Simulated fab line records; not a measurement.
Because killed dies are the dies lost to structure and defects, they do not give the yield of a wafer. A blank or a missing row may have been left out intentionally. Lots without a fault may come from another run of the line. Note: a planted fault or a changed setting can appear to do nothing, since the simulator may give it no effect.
fab line records    flow gf180mcu
[record] lots = 24  wafers = 72  last_day = 34
route steps=602 shown V2@383 M3@424 V3@444
lots that met no fault: taken from a fault-free run of the same line
start_h: hours from the record's opening day to when the first of the lot's shown wafers began    wait_h: hours elapsed since this lot's preceding step    " unchanged from the row above    L1.1+2: several wafers, shown together as one row    - no value present, or no start provided    * or withheld: withheld    < > ~ a bound
route shown NAME@n: names a module that has steps shown in the file, with the first one's number in the route    usual: mean and standard deviation over wafers with no fault    same: alike in all rows    chamber/n: place in a boat    sites: each site's reading    _std_site: how widely they spread, as a standard deviation    _edge_site: inner sites' mean taken away from outer sites' mean    radius_mm: for every site, how far away it sits from the centre of the wafer    mask NAME#n: copy n    behind: the last tool/chamber to shape the wafer    hold: the reason the lot was held/the length of the hold in hours/how it ended    device: names the non-switching transistor (n, p or np)    end of line: the route-end tests of the same wafers    for a step that has no rows: nothing shown but its recipe    killed: the dies lost at the first sort to structure and to defects; this is not the yield of the wafer    map: dies across one wafer; x = killed, . = not, _ = none there
set.NAME: setting as actually run; set.NAME@STEP: the setting as run at that earlier step    model.NAME: the simulator's own value behind a step, which no gauge read
steps of the route over a sample of lots; a table a step, a row a wafer
services: from which hour (start_h, from the record's first day; less than 0 if before it) a tool's chamber was out of use, for how many hours, and why
[[steps]]
[step GF_V2_THK_MEAS_01]
[recipe] reads = SiO2_of_V2_CVD_00
[usual] V2_CVD_00_THK = 599/5.1
lot.wafer  tool           chamber  start_h  wait_h  V2_CVD_00_THK[nm]
L074.1     film_metro-04  -        437.46   0.0     603
L074.3     "              -        "        "       591
L074.5     "              -        "        "       601
L075.1     film_metro-02  -        444.73   0.0     597
L075.2     "              -        "        "       593
L075.3     "              -        "        "       591
L076.1     film_metro-01  -        457.30   0.0     593
L076.2     "              -        "        "       586
L076.3     "              -        "        "       592
L077.4     film_metro-02  -        468.22   0.0     601
L077.5     "              -        "        "       598
L077.6     "              -        "        "       597
L078.1     film_metro-01  -        475.26   0.0     602
L078.2     "              -        "        "       600
L078.5     "              -        "        "       604
L079.2     film_metro-01  -        486.79   0.0     598
L079.3     "              -        "        "       597
L079.5     "              -        "        "       598
L080.1     film_metro-04  -        496.38   0.0     597
L080.3     "              -        "        "       603
L080.5     "              -        "        "       603
L081.1     film_metro-02  -        501.57   0.0     600
L081.2     "              -        "        "       597
L081.4     "              -        "        "       591
L082.1     film_metro-01  -        513.43   0.0     600
L082.4     "              -        "        "       600
L082.5     "              -        "        "       599
L083.1     film_metro-04  -        516.85   0.0     595
L083.2     "              -        "        "       600
L083.5     "              -        "        "       599
L084.2     film_metro-04  -        529.95   0.0     593
L084.5     "              -        "        "       598
L084.6     "              -        "        "       608
L085.3     film_metro-02  -        532.55   0.1     605
L085.4     "              -        "        "       603
L085.5     "              -        "        "       601
L086.4     film_metro-02  -        553.94   0.0     599
L086.5     "              -        "        "       608
L086.6     "              -        "        "       598
L087.2     film_metro-02  -        555.43   0.0     601
L087.3     "              -        "        "       599
L087.4     "              -        "        "       604
L088.1     film_metro-04  -        560.55   0.0     601
L088.4     "              -        "        "       600
L088.5     "              -        "        "       607
L089.1     film_metro-04  -        575.79   0.0     598
L089.4     "              -        "        "       606
L089.5     "              -        "        "       595
L090.2     film_metro-02  -        578.32   0.0     607
L090.4     "              -        "        "       604
L090.6     "              -        "        "       600
L091.1     film_metro-01  -        585.13   0.0     596
L091.5     "              -        "        "       599
L091.6     "              -        "        "       597
L092.3     film_metro-02  -        594.92   0.1     591
L092.4     "              -        "        "       593
L092.5     "              -        "        "       601
L093.2     film_metro-04  -        606.74   0.0     587
L093.4     "              -        "        "       593
L093.6     "              -        "        "       590
L094.1     film_metro-04  -        608.79   0.0     600
L094.3     "              -        "        "       600
L094.4     "              -        "        "       600
L096.2     film_metro-01  -        622.79   0.0     602
L096.3     "              -        "        "       598
L096.5     "              -        "        "       598
L095.1     film_metro-01  -        625.32   0.0     594
L095.5     "              -        "        "       597
L095.6     "              -        "        "       592
L097.1     film_metro-04  -        625.43   0.0     594
L097.3     "              -        "        "       595
L097.5     "              -        "        "       607
[step GF_V2_ETCH_16]
[recipe] chemistry = N2/H2  target_depth_a = withheld  overetch_a = withheld  time_s = withheld  target = BARC  ion_energy_ev = 200  source_w = 500  bias_w = 100  pressure_mtorr = 30  n2_flow_sccm = 100  h2_flow_sccm = 200
[usual] drypump_motor_current_A = 5.8/0.38  oes_product_au = 0.856/0.0043  throttle_valve_pct = 13.226/0.0092
lot.wafer  tool         chamber  start_h  wait_h  drypump_motor_current_A  oes_product_au  throttle_valve_pct
L074.1     rie_diel-03  2        462.81   0.0     6.4                      0.853           13.233
L074.3     "            3        "        "       5.7                      0.848           13.212
L074.5     "            2        "        "       6.4                      0.857           13.235
L075.1     rie_diel-02  1        470.05   0.0     6.3                      0.857           13.239
L075.2     "            3        "        "       6.2                      0.859           13.207
L075.3     "            0        "        "       6.0                      0.857           13.241
L076.1     rie_diel-04  0        482.31   0.0     5.3                      0.857           13.224
L076.2     "            1        "        "       6.2                      0.858           13.222
L076.3     "            2        "        "       5.4                      0.855           13.223
L077.4     rie_diel-04  1        492.50   0.0     6.2                      0.847           13.222
L077.5     "            2        "        "       5.4                      0.854           13.215
L077.6     "            0        "        "       5.3                      0.857           13.227
L078.1     rie_diel-04  0        499.76   0.0     5.3                      0.858           13.221
L078.2     "            1        "        "       6.2                      0.864           13.237
L078.5     "            2        "        "       5.4                      0.860           13.225
L079.2     rie_diel-04  3        511.00   0.0     6.2                      0.857           13.231
L079.3     "            2        "        "       5.4                      0.861           13.227
L079.5     "            0        "        "       5.2                      0.856           13.235
L080.1     rie_diel-04  2        519.87   0.0     5.4                      0.852           13.218
L080.3     "            3        "        "       6.2                      0.851           13.228
L080.5     "            2        "        "       5.4                      0.856           13.234
L081.1     rie_diel-04  0        524.90   0.0     5.3                      0.854           13.212
L081.2     "            3        "        "       6.1                      0.862           13.225
L081.4     "            1        "        "       6.2                      0.855           13.227
L082.1     rie_diel-02  0        536.90   0.0     6.0                      0.859           13.221
L082.4     "            2        "        "       6.0                      0.859           13.239
L082.5     "            0        "        "       6.0                      0.855           13.224
L083.1     rie_diel-04  1        540.15   0.0     6.2                      0.851           13.220
L083.2     "            0        "        "       5.3                      0.851           13.229
L083.5     "            3        "        "       6.1                      0.860           13.225
L084.2     rie_diel-02  3        553.72   0.0     6.2                      0.867           13.229
L084.5     "            0        "        "       6.0                      0.855           13.215
L084.6     "            1        "        "       6.3                      0.858           13.222
L085.3     rie_diel-03  3        555.41   0.0     5.7                      0.853           13.225
L085.4     "            2        "        "       6.4                      0.854           13.221
L085.5     "            3        "        "       5.7                      0.862           13.227
L086.4     rie_diel-03  0        576.52   0.0     5.5                      0.854           13.224
L086.5     "            1        "        "       6.0                      0.857           13.213
L086.6     "            0        "        "       5.5                      0.851           13.225
L087.2     rie_diel-04  1        577.80   0.0     6.2                      0.855           13.224
L087.3     "            0        "        "       5.2                      0.854           13.231
L087.4     "            2        "        "       5.4                      0.847           13.217
L088.1     rie_diel-04  3        582.86   0.0     6.1                      0.861           13.218
L088.4     "            0        "        "       5.3                      0.856           13.238
L088.5     "            1        "        "       6.2                      0.855           13.228
L089.1     rie_diel-04  2        597.61   0.0     5.4                      0.852           13.228
L089.4     "            3        "        "       6.2                      0.862           13.236
L089.5     "            2        "        "       5.4                      0.853           13.218
L090.2     rie_diel-03  2        600.00   0.0     6.4                      0.858           13.223
L090.4     "            0        "        "       5.4                      0.854           13.219
L090.6     "            0        "        "       5.5                      0.855           13.238
L091.1     rie_diel-04  3        607.12   0.0     6.1                      0.854           13.214
L091.5     "            0        "        "       5.3                      0.849           13.223
L091.6     "            1        "        "       6.1                      0.857           13.243
L092.3     rie_diel-03  1        616.82   0.0     6.1                      0.856           13.212
L092.4     "            2        "        "       6.4                      0.856           13.238
L092.5     "            1        "        "       6.0                      0.857           13.212
L093.2     rie_diel-03  3        627.92   0.0     5.7                      0.857           13.218
L093.4     "            1        "        "       6.0                      0.860           13.225
L093.6     "            3        "        "       5.7                      0.857           13.235
L094.1     rie_diel-04  3        629.65   0.0     6.2                      0.857           13.239
L094.3     "            1        "        "       6.1                      0.865           13.238
L094.4     "            0        "        "       5.3                      0.853           13.221
L096.2     rie_diel-04  0        643.27   0.0     5.3                      0.862           13.225
L096.3     "            2        "        "       5.4                      0.854           13.240
L096.5     "            3        "        "       6.1                      0.858           13.236
L095.1     rie_diel-02  3        646.07   0.0     6.2                      0.857           13.238
L095.5     "            2        "        "       6.0                      0.857           13.216
L095.6     "            1        "        "       6.3                      0.853           13.222
L097.1     rie_diel-03  2        646.52   0.0     6.4                      0.853           13.223
L097.3     "            1        "        "       6.0                      0.853           13.236
L097.5     "            1        "        "       6.0                      0.862           13.222
[step GF_M3_OVL_MEAS_15]
[usual] M3_OVL = -2/5.4
lot.wafer  tool        chamber  start_h  wait_h  M3_OVL[nm]
L074.1     overlay-01  -        488.67   0.1     -1
L074.3     "           -        "        "       0
L074.5     "           -        "        "       8
L075.1     overlay-02  -        495.73   0.1     -4
L075.2     "           -        "        "       -2
L075.3     "           -        "        "       -3
L076.1     overlay-01  -        507.97   0.1     0
L076.2     "           -        "        "       -1
L076.3     "           -        "        "       -8
L077.4     overlay-01  -        518.16   0.1     3
L077.5     "           -        "        "       8
L077.6     "           -        "        "       11
L078.1     overlay-01  -        525.90   0.1     -1
L078.2     "           -        "        "       0
L078.5     "           -        "        "       -12
L079.2     overlay-01  -        535.93   0.1     -6
L079.3     "           -        "        "       3
L079.5     "           -        "        "       -3
L080.1     overlay-02  -        544.27   0.1     -11
L080.3     "           -        "        "       -9
L080.5     "           -        "        "       0
L081.1     overlay-01  -        549.02   0.1     -3
L081.2     "           -        "        "       0
L081.4     "           -        "        "       -4
L082.1     overlay-02  -        560.89   0.1     -7
L082.4     "           -        "        "       -1
L082.5     "           -        "        "       1
L083.1     overlay-02  -        563.55   0.1     -16
L083.2     "           -        "        "       -16
L083.5     "           -        "        "       -10
L084.2     overlay-01  -        577.03   0.1     -2
L084.5     "           -        "        "       -1
L084.6     "           -        "        "       -2
L085.3     overlay-01  -        578.99   0.1     -8
L085.4     "           -        "        "       -13
L085.5     "           -        "        "       -1
L086.4     overlay-01  -        599.29   0.1     1
L086.5     "           -        "        "       -1
L086.6     "           -        "        "       0
L087.2     overlay-01  -        600.71   0.1     1
L087.3     "           -        "        "       -2
L087.4     "           -        "        "       -2
L088.1     overlay-02  -        605.49   0.1     4
L088.4     "           -        "        "       1
L088.5     "           -        "        "       -1
L089.1     overlay-02  -        620.47   0.1     3
L089.4     "           -        "        "       5
L089.5     "           -        "        "       1
L090.2     overlay-01  -        622.18   0.1     3
L090.4     "           -        "        "       -5
L090.6     "           -        "        "       2
L091.1     overlay-02  -        629.12   0.1     -8
L091.5     "           -        "        "       -11
L091.6     "           -        "        "       -6
L092.3     overlay-02  -        638.63   0.1     -7
L092.4     "           -        "        "       -3
L092.5     "           -        "        "       -2
L093.2     overlay-01  -        649.48   0.1     -2
L093.4     "           -        "        "       -6
L093.6     "           -        "        "       -10
L094.1     overlay-02  -        651.37   0.1     -6
L094.3     "           -        "        "       -5
L094.4     "           -        "        "       0
L096.2     overlay-02  -        664.54   0.1     8
L096.3     "           -        "        "       -1
L096.5     "           -        "        "       -3
L095.1     overlay-02  -        666.54   0.1     -2
L095.5     "           -        "        "       3
L095.6     "           -        "        "       5
L097.1     overlay-02  -        667.24   0.1     -7
L097.3     "           -        "        "       -5
L097.5     "           -        "        "       -1
[step GF_M3_METAL_ETCH_16]
[recipe] chemistry = Cl2/BCl3  mask_material = KrF  target_depth_nm = 750.8  stop_on = SiO2  pressure_mtorr = 8  icp_w = 800  bias_w = 140  Cl2_flow_sccm = 80  bcl3_flow_sccm = 40  time_s = 125.1
[usual] drypump_motor_current_A = 6.18/0.2  mfc_cl2_sccm = 79.95/0.25  oes_product_au = 0.989/0.0064  throttle_valve_pct = 28.230/0.0098
lot.wafer  tool          chamber  start_h  wait_h  drypump_motor_current_A  mfc_cl2_sccm  oes_product_au  rf_hours_counter_h  throttle_valve_pct
L074.1     rie_metal-02  1        488.71   0.0     6.32                     79.87         0.979           0                   28.241
L074.3     "             1        "        "       6.35                     80.16         0.976           -                   28.231
L074.5     "             0        "        "       6.28                     80.20         0.980           -                   28.234
L075.1     rie_metal-02  0        495.77   0.0     6.30                     80.34         0.988           13                  28.237
L075.2     "             1        "        "       6.36                     79.90         0.980           0                   28.245
L075.3     "             1        "        "       6.37                     80.23         0.981           -                   28.231
L076.1     rie_metal-02  1        508.01   0.0     6.36                     80.24         0.987           1                   28.250
L076.2     "             0        "        "       6.26                     80.18         0.978           13                  28.227
L076.3     "             1        "        "       6.38                     80.24         0.982           -                   28.244
L077.4     rie_metal-03  1        518.22   0.1     6.18                     79.90         0.992           -                   28.224
L077.5     "             0        "        "       6.12                     80.20         0.983           -                   28.227
L077.6     "             1        "        "       6.18                     80.05         0.994           -                   28.230
L078.1     rie_metal-02  1        525.93   0.0     6.34                     80.27         0.980           1                   28.230
L078.2     "             0        "        "       6.26                     80.10         0.983           14                  28.247
L078.5     "             1        "        "       6.36                     80.30         0.980           -                   28.238
L079.2     rie_metal-02  1        536.00   0.1     6.36                     79.72         0.982           -                   28.239
L079.3     "             1        "        "       6.32                     80.41         0.986           -                   28.230
L079.5     "             1        "        "       6.33                     80.09         0.982           -                   28.244
L080.1     rie_metal-03  1        544.31   0.0     6.19                     80.20         0.992           14                  28.222
L080.3     "             1        "        "       6.17                     80.38         1.003           -                   28.231
L080.5     "             0        "        "       6.14                     79.87         0.987           -                   28.229
L081.1     rie_metal-03  0        549.06   0.0     6.11                     79.82         0.996           10                  28.218
L081.2     "             1        "        "       6.17                     79.82         0.991           14                  28.238
L081.4     "             1        "        "       6.17                     79.84         0.997           -                   28.222
L082.1     rie_metal-03  0        560.92   0.0     6.14                     80.06         0.987           10                  28.220
L082.4     "             0        "        "       6.11                     79.72         0.990           -                   28.232
L082.5     "             1        "        "       6.17                     79.77         0.997           -                   28.236
L083.1     rie_metal-04  0        563.58   0.0     5.52                     79.80         1.001           10                  28.234
L083.2     "             1        "        "       5.98                     79.80         0.992           2                   28.217
L083.5     "             0        "        "       5.54                     79.79         0.993           -                   28.208
L084.2     rie_metal-04  0        577.06   0.0     5.51                     79.69         0.993           10                  28.235
L084.5     "             0        "        "       5.52                     79.84         0.989           -                   28.228
L084.6     "             1        "        "       5.97                     80.27         0.991           -                   28.223
L085.3     rie_metal-04  0        579.05   0.1     5.51                     79.55         0.986           -                   28.231
L085.4     "             1        "        "       5.99                     79.67         0.993           -                   28.220
L085.5     "             1        "        "       6.01                     79.80         0.991           -                   28.222
L086.4     rie_metal-03  0        599.44   0.1     6.14                     80.04         0.985           -                   28.233
L086.5     "             0        "        "       6.16                     79.90         0.993           -                   28.241
L086.6     "             0        "        "       6.14                     80.06         0.997           -                   28.230
L087.2     rie_metal-02  1        600.74   0.0     6.36                     79.80         0.989           4                   28.241
L087.3     "             0        "        "       6.30                     79.78         0.994           -                   28.240
L087.4     "             1        "        "       6.38                     79.84         0.989           -                   28.235
L088.1     rie_metal-02  0        605.52   0.0     6.26                     80.15         0.992           2                   28.237
L088.4     "             1        "        "       6.36                     80.18         0.982           -                   28.230
L088.5     "             0        "        "       6.27                     79.71         0.993           -                   28.232
L089.1     rie_metal-02  0        620.51   0.0     6.28                     80.49         0.978           2                   28.232
L089.4     "             0        "        "       6.28                     80.28         0.982           -                   28.226
L089.5     "             1        "        "       6.35                     80.37         0.987           -                   28.225
L090.2     rie_metal-02  0        622.21   0.0     6.30                     79.86         0.979           2                   28.241
L090.4     "             1        "        "       6.35                     79.73         0.987           -                   28.226
L090.6     "             0        "        "       6.29                     80.01         0.992           -                   28.227
L091.1     rie_metal-03  0        629.16   0.0     6.10                     80.34         0.989           13                  28.225
L091.5     "             1        "        "       6.15                     80.09         0.986           -                   28.225
L091.6     "             0        "        "       6.10                     80.18         0.988           -                   28.242
L092.3     rie_metal-02  1        638.70   0.1     6.36                     79.78         0.992           -                   28.241
L092.4     "             0        "        "       6.30                     79.99         0.983           -                   28.240
L092.5     "             0        "        "       6.29                     80.30         0.987           -                   28.228
L093.2     rie_metal-03  1        649.55   0.1     6.18                     79.79         0.999           -                   28.215
L093.4     "             1        "        "       6.17                     79.62         0.996           -                   28.227
L093.6     "             1        "        "       6.17                     79.07         0.996           -                   28.218
L094.1     rie_metal-03  1        651.41   0.0     6.17                     80.17         0.994           2                   28.239
L094.3     "             1        "        "       6.17                     79.93         0.989           -                   28.229
L094.4     "             1        "        "       6.18                     79.88         0.992           -                   28.222
L096.2     rie_metal-03  1        664.61   0.1     6.16                     79.83         0.995           -                   28.213
L096.3     "             1        "        "       6.17                     80.07         0.984           -                   28.222
L096.5     "             1        "        "       6.19                     80.12         0.995           -                   28.228
L095.1     rie_metal-02  0        666.57   0.0     6.28                     80.36         0.997           4                   28.224
L095.5     "             0        "        "       6.26                     80.46         0.981           -                   28.222
L095.6     "             1        "        "       6.36                     79.81         0.989           -                   28.225
L097.1     rie_metal-03  1        667.28   0.0     6.15                     79.87         0.997           4                   28.236
L097.3     "             1        "        "       6.16                     79.90         0.987           -                   28.239
L097.5     "             1        "        "       6.18                     79.78         0.983           -                   28.218
[step GF_V3_OVL_MEAS_15]
[usual] V3_OVL = -1/5.8
lot.wafer  tool        chamber  start_h  wait_h  V3_OVL[nm]
L074.1     overlay-02  -        513.24   0.1     -4
L074.3     "           -        "        "       -7
L074.5     "           -        "        "       -7
L075.1     overlay-02  -        519.75   0.1     9
L075.2     "           -        "        "       -5
L075.3     "           -        "        "       -4
L076.1     overlay-02  -        532.00   0.1     -8
L076.2     "           -        "        "       -11
L076.3     "           -        "        "       2
L077.4     overlay-02  -        543.08   0.1     -11
L077.5     "           -        "        "       6
L077.6     "           -        "        "       -1
L078.1     overlay-01  -        550.29   0.1     8
L078.2     "           -        "        "       6
L078.5     "           -        "        "       6
L079.2     overlay-02  -        559.64   0.1     -3
L079.3     "           -        "        "       -7
L079.5     "           -        "        "       -4
L080.1     overlay-01  -        567.96   0.1     3
L080.3     "           -        "        "       1
L080.5     "           -        "        "       -2
L081.1     overlay-02  -        572.00   0.1     -1
L081.2     "           -        "        "       0
L081.4     "           -        "        "       2
L082.1     overlay-01  -        584.70   0.1     -8
L082.4     "           -        "        "       1
L082.5     "           -        "        "       -2
L083.1     overlay-01  -        585.96   0.1     2
L083.2     "           -        "        "       -2
L083.5     "           -        "        "       10
L084.2     overlay-01  -        599.32   0.1     -4
L084.5     "           -        "        "       -6
L084.6     "           -        "        "       2
L085.3     overlay-01  -        601.66   0.1     -1
L085.4     "           -        "        "       2
L085.5     "           -        "        "       -5
L086.4     overlay-01  -        620.86   0.1     7
L086.5     "           -        "        "       13
L086.6     "           -        "        "       0
L087.2     overlay-02  -        622.44   0.1     -6
L087.3     "           -        "        "       -1
L087.4     "           -        "        "       -5
L088.1     overlay-02  -        627.24   0.1     -3
L088.4     "           -        "        "       -9
L088.5     "           -        "        "       -6
L089.1     overlay-02  -        641.07   0.1     -4
L089.4     "           -        "        "       1
L089.5     "           -        "        "       7
L090.2     overlay-01  -        643.95   0.1     1
L090.4     "           -        "        "       3
L090.6     "           -        "        "       8
L091.1     overlay-01  -        650.55   0.1     -6
L091.5     "           -        "        "       -7
L091.6     "           -        "        "       -13
L092.3     overlay-01  -        659.80   0.1     -9
L092.4     "           -        "        "       -5
L092.5     "           -        "        "       -5
L093.2     overlay-02  -        669.50   0.1     1
L093.4     "           -        "        "       -1
L093.6     "           -        "        "       0
L094.1     overlay-01  -        671.84   0.1     3
L094.3     "           -        "        "       7
L094.4     "           -        "        "       -3
L096.2     overlay-01  -        685.35   0.1     3
L096.3     "           -        "        "       0
L096.5     "           -        "        "       -1
L095.1     overlay-02  -        687.11   0.1     4
L095.5     "           -        "        "       -1
L095.6     "           -        "        "       -4
L097.1     overlay-01  -        688.11   0.1     -10
L097.3     "           -        "        "       -10
L097.5     "           -        "        "       -7
[step GF_V3_CVD_23]
[recipe] material = W  target_thk_nm = 350  time_s = 104.9  temp_c = 400  pressure_torr = 40
[usual] chamber_pressure_Torr = 40.00/0.081  heater_power_w = 823/130
lot.wafer  tool      chamber  start_h  wait_h  chamber_pressure_Torr  heater_power_w
L074.1     cvd_w-01  1        514.04   0.0     40.05                  787
L074.3     "         1        "        "       40.08                  801
L074.5     "         1        "        "       40.01                  784
L075.1     cvd_w-01  1        520.54   0.0     40.05                  799
L075.2     "         0        "        "       39.89                  806
L075.3     "         1        "        "       40.08                  772
L076.1     cvd_w-02  0        532.79   0.0     39.94                  675
L076.2     "         1        "        "       39.97                  1014
L076.3     "         1        "        "       39.93                  1039
L077.4     cvd_w-02  0        544.01   0.1     39.94                  677
L077.5     "         0        "        "       40.02                  681
L077.6     "         1        "        "       39.88                  1005
L078.1     cvd_w-02  1        551.12   0.0     39.87                  1030
L078.2     "         0        "        "       39.85                  670
L078.5     "         1        "        "       40.06                  1052
L079.2     cvd_w-01  0        560.44   0.0     39.98                  789
L079.3     "         1        "        "       40.01                  777
L079.5     "         1        "        "       40.10                  809
L080.1     cvd_w-02  0        568.77   0.0     39.89                  673
L080.3     "         0        "        "       39.94                  665
L080.5     "         1        "        "       40.01                  1024
L081.1     cvd_w-01  1        572.81   0.0     39.86                  811
L081.2     "         0        "        "       40.01                  791
L081.4     "         0        "        "       39.88                  786
L082.1     cvd_w-02  1        585.53   0.0     40.07                  1015
L082.4     "         1        "        "       39.96                  1073
L082.5     "         1        "        "       40.00                  1040
L083.1     cvd_w-02  1        586.79   0.0     39.95                  1010
L083.2     "         0        "        "       39.98                  664
L083.5     "         0        "        "       40.05                  659
L084.2     cvd_w-01  0        600.11   0.0     40.03                  803
L084.5     "         1        "        "       39.90                  788
L084.6     "         0        "        "       39.97                  808
L085.3     cvd_w-02  1        602.48   0.1     39.99                  1022
L085.4     "         0        "        "       39.96                  680
L085.5     "         0        "        "       40.00                  659
L086.4     cvd_w-02  0        621.67   0.1     39.92                  672
L086.5     "         0        "        "       39.89                  671
L086.6     "         1        "        "       39.96                  1058
L087.2     cvd_w-01  0        623.27   0.0     40.00                  797
L087.3     "         0        "        "       40.00                  782
L087.4     "         1        "        "       39.92                  790
L088.1     cvd_w-02  0        628.04   0.0     39.89                  666
L088.4     "         0        "        "       39.88                  678
L088.5     "         1        "        "       39.91                  1038
L089.1     cvd_w-01  0        642.21   0.0     40.12                  795
L089.4     "         0        "        "       40.02                  796
L089.5     "         0        "        "       40.02                  783
L090.2     cvd_w-02  0        644.84   0.0     39.92                  660
L090.4     "         0        "        "       39.96                  690
L090.6     "         1        "        "       40.06                  1011
L091.1     cvd_w-01  1        651.34   0.0     40.10                  792
L091.5     "         1        "        "       39.91                  789
L091.6     "         0        "        "       40.10                  804
L092.3     cvd_w-02  1        660.62   0.1     40.09                  1043
L092.4     "         0        "        "       39.93                  669
L092.5     "         1        "        "       40.18                  1034
L093.2     cvd_w-02  1        670.32   0.0     40.06                  998
L093.4     "         1        "        "       40.06                  1020
L093.6     "         0        "        "       39.91                  669
L094.1     cvd_w-02  0        672.65   0.0     39.89                  669
L094.3     "         0        "        "       40.04                  666
L094.4     "         1        "        "       40.00                  1018
L096.2     cvd_w-01  1        686.14   0.0     39.88                  789
L096.3     "         0        "        "       40.04                  798
L096.5     "         0        "        "       39.94                  797
L095.1     cvd_w-01  1        687.91   0.0     39.78                  810
L095.5     "         0        "        "       40.04                  805
L095.6     "         1        "        "       40.01                  784
L097.1     cvd_w-01  1        688.91   0.0     40.10                  797
L097.3     "         1        "        "       39.98                  795
L097.5     "         1        "        "       39.99                  774
[[services]]
tool          chamber  start_h  hours  kind
rie_metal-02  1        442.61   -      clean
rie_metal-02  1        442.61   30.7   scheduled_down
rie_metal-02  1        442.61   30.7   vent_cycle
rie_diel-03   0        445.25   -      clean
rie_diel-03   0        445.25   21.0   scheduled_down
cvd_w-01      0        465.20   1.6    repair
rie_diel-03   1        472.91   6.8    repair
cvd_w-02      1        479.18   4.2    repair
rie_diel-04   3        486.71   13.6   repair
rie_metal-03  -        512.56   1.0    repair
rie_metal-02  0        528.09   -      clean
rie_metal-02  0        528.09   15.5   scheduled_down
rie_metal-02  0        528.09   15.5   vent_cycle
rie_metal-04  1        544.01   2.1    repair
rie_diel-03   1        560.09   9.3    repair
cvd_w-02      -        561.77   1.1    repair
rie_metal-03  1        572.61   -      clean
rie_metal-03  1        572.61   27.9   scheduled_down
rie_metal-03  1        572.61   27.9   vent_cycle
rie_diel-02   -        615.40   2.8    pm
rie_metal-03  0        638.13   48.1   repair
rie_metal-04  0        653.15   9.8    repair
rie_diel-02   0        663.37   16.4   repair
rie_diel-04   0        665.73   3.7    repair
[[key]]
fault none
